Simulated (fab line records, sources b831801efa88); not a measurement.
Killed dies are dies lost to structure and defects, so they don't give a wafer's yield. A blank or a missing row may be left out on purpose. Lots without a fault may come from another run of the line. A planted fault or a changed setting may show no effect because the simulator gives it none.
One fault seen from 2 desks | flow gf180mcu | each desk has only its own numbers; what lay behind them comes last

THE TOOL OWNER'S DESK: rie_diel-03
The tool's own readings at GF_PASSIVATION_ETCH_11 (etches the open film in CF4/O2, stops on TiN, target depth 2040 nm, time 453.3 s): means of the sampled wafers that have a number, for each lot that ran on this tool. A lot is out of limits, marked OUT, if its mean lies more than 4 standard deviations from the usual mean; the brackets give that distance.
Columns: A = drypump_motor_current_A at GF_PASSIVATION_ETCH_11, usual 5.6 A; B = oes_product_au at GF_PASSIVATION_ETCH_11, usual 0.989 a.u.; C = throttle_valve_pct at GF_PASSIVATION_ETCH_11, usual 5.969 %
lot  | first seen here | A   | B                | C
L299 | day 28 21:26    | 5.6 | 0.983            | 5.972
L303 | day 30 12:14    | 5.6 | 0.986            | 5.972
L308 | day 31 22:44    | 5.6 | 0.992            | 5.967
L310 | day 32 07:05    | 5.7 | 0.990            | 5.979
L314 | day 33 04:53    | 5.6 | 0.961 (-4.9) OUT | 5.961
L316 | day 33 17:05    | 5.4 | 0.932 (-9.9) OUT | 5.953
This desk's finding: out of limits on L314, L316; first on L314, day 33 04:53 (oes_product_au at GF_PASSIVATION_ETCH_11). In limits: L299, L303, L308, L310.

THE METROLOGY DESK
What the gauges read, lot by lot, whatever tool the lot ran on: means of the sampled wafers that have a number. A lot is out of limits, marked OUT, if its mean lies more than 4 standard deviations from the usual mean; the brackets give that distance.
Columns: A = V5_OVL at GF_V5_OVL_MEAS_15, usual -1 nm
lot  | first seen here | A
L299 | day 27 03:14    | 3
L303 | day 28 20:32    | 9
L306 | day 29 13:10    | 0
L307 | day 30 03:40    | 8
L308 | day 30 09:00    | -3
L310 | day 30 17:23    | -1
L311 | day 30 22:27    | -12
L314 | day 31 16:23    | -8
L315 | day 31 21:44    | -6
L316 | day 32 07:03    | -10
L318 | day 32 17:38    | 2
L319 | day 32 22:02    | 2
This desk's finding: nothing out of limits on any of the 12 lots.

PUT TOGETHER
The tool owner's desk could have raised an alarm at day 33 04:53, on L314, L316.
The metrology desk saw nothing out of limits.
The metrology desk has L314, L316 on record, within its limits.
Of the lots named, all ran GF_PASSIVATION_ETCH_11 on rie_diel-03.

WHAT THE SIMULATOR HAD PUT IN
Process parameter drift: rie_diel-03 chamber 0, from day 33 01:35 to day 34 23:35, at GF_PASSIVATION_ETCH_11. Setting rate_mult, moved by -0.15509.
Lots struck among those shown: L314, L316.
Hours from the fault's start to each desk's first reading out of limits: the tool owner's desk, 3.
